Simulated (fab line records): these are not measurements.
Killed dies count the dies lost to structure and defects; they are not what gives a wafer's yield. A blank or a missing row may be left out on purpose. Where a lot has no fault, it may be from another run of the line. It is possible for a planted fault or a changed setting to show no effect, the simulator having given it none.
Code-filled problem report in 8D (eight disciplines) form ; flow gf180mcu ; the parts of the form that need people (team, actions taken, sign-off) are left out

1. WHAT IS WRONG
Mean of time to endpoint s at GF_CONTACT_CMP_04: 64 s across 6 wafers in 2 lots; on wafers with no fault it is 115 s (standard deviation 6.3). Relative to the usual mean, that is a shift of -8.0 standard deviations.
The step: polishes SiO2.
First seen on wafer L588.4, day 20 06:49, on cmp-02. The record has a number at this step for 42 wafers belonging to 14 lots. Rule for "out" (also "out of limits"): further than 4 standard deviations from the usual mean. The rest of the wafers with a number are treated as sound.

2. WHAT IT IS, WHAT IT ISN'T
question;is;is not
which readings at this step;time to endpoint s;motor current A
which lots;L588, L589;L574, L576, L577, L578, L580, L581, L583, L584, L590, L592, L595, L596
which wafers of those lots;all that have a number;-
read on which tools;cmp-02;cmp-01
when;from day 20 06:49;"up to then (24 sound wafers); but 12 sound wafers of L590, L592, L595, L596 came after"

3. SUSPECTS, AND WHAT RULES EACH OUT
Counting: any tool at a process step up to the reading is kept as a suspect provided that every lot that is out went through it and no sound lot did after the first of them.
- cmp-02 at GF_CONTACT_CMP_04 (polishes SiO2): kept. It ran every lot that is out, first L588 (day 20 06:49), and no sound lot after that; its last sound lot up to then is L584 (day 18 18:37). Out on those wafers are its own readings of time to endpoint s.
The count leaves cmp-02 at GF_CONTACT_CMP_04.

4. THE CAUSE (what the simulator had put in)
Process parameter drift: cmp-02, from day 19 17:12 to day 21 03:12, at GF_CONTACT_CMP_04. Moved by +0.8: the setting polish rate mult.
This tool alone remained once counting was done.

5. THE EFFECT CHAIN, in route order
One row per reading whose mean, taken over the struck wafers that have a number, lies over 3 standard deviations from the usual. Readings are gone through only where the record gives a usual standard deviation; hours: the median, over the lots, of the time from a lot's start at the first step in this table giving one to that lot's start at this step; sigmas: the change measured in usual standard deviations.
hours;step;reading;usual;on struck wafers;change;sigmas
0;GF_CONTACT_CMP_04;time to endpoint s;115 s;64;-50;-8.0
Here are the process steps it includes:
- GF_CONTACT_CMP_04: polishes SiO2.

6. WHAT WOULD HAVE CAUGHT IT SOONER
The fault began at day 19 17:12; the first out-of-limits reading in this record came at day 20 06:49, 14 hours later.
